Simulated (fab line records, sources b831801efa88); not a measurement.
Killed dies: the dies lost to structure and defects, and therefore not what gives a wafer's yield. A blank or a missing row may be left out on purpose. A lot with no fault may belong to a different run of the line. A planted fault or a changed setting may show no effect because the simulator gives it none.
Which tool did it? || flow sky130 || 21 wafers sampled from 7 lots at 1 step of a route of 708

== WHAT EACH GAUGE READ, for each wafer ==
SKY_POLY_GATE_OVL_MEAS_14.
{"lot": "L962", "measured": "day 17 22:31", "on": "overlay-02", "POLY_GATE_OVL (nm)": "-12 -9 -7"}
{"lot": "L964", "measured": "day 18 15:21", "on": "overlay-02", "POLY_GATE_OVL (nm)": "-2 -1 -4"}
{"lot": "L967", "measured": "day 19 09:09", "on": "overlay-02", "POLY_GATE_OVL (nm)": "-4 0 -1"}
{"lot": "L970", "measured": "day 20 21:24", "on": "overlay-01", "POLY_GATE_OVL (nm)": "8 8 4"}
{"lot": "L973", "measured": "day 22 00:36", "on": "overlay-01", "POLY_GATE_OVL (nm)": "-6 3 3"}
{"lot": "L976", "measured": "day 22 22:13", "on": "overlay-01", "POLY_GATE_OVL (nm)": "-5 -9 -1"}
{"lot": "L982", "measured": "day 24 18:22", "on": "overlay-01", "POLY_GATE_OVL (nm)": "-1 -6 2"}

== WHAT TOOL EACH LOT RAN ON (gives the tool, then ch and the chambers of the sampled wafers, and finally the start) ==
The record holds no process step before these readings.

== THE ANSWER, worked out from the rows above alone ==
Rule: the usual values come from the lots themselves. Put in order of their means at a reading, lots are off if they are a third of the lots or fewer, leave a main group of 4 or more, and stand apart from it by a gap of 3 or more times the standard deviation of the main group's means; of several such gaps the widest counts. A main group whose means are all the same, to the digits that the tables above print for the reading, isn't used. Also off: a lot with no number at a reading for which 4 or more lots have one. The other lots that the step has rows for count as sound.
No lot is off on any of the readings shown, so nothing can be concluded from this.

== WHAT WAS PUT IN BY THE SIMULATOR ==
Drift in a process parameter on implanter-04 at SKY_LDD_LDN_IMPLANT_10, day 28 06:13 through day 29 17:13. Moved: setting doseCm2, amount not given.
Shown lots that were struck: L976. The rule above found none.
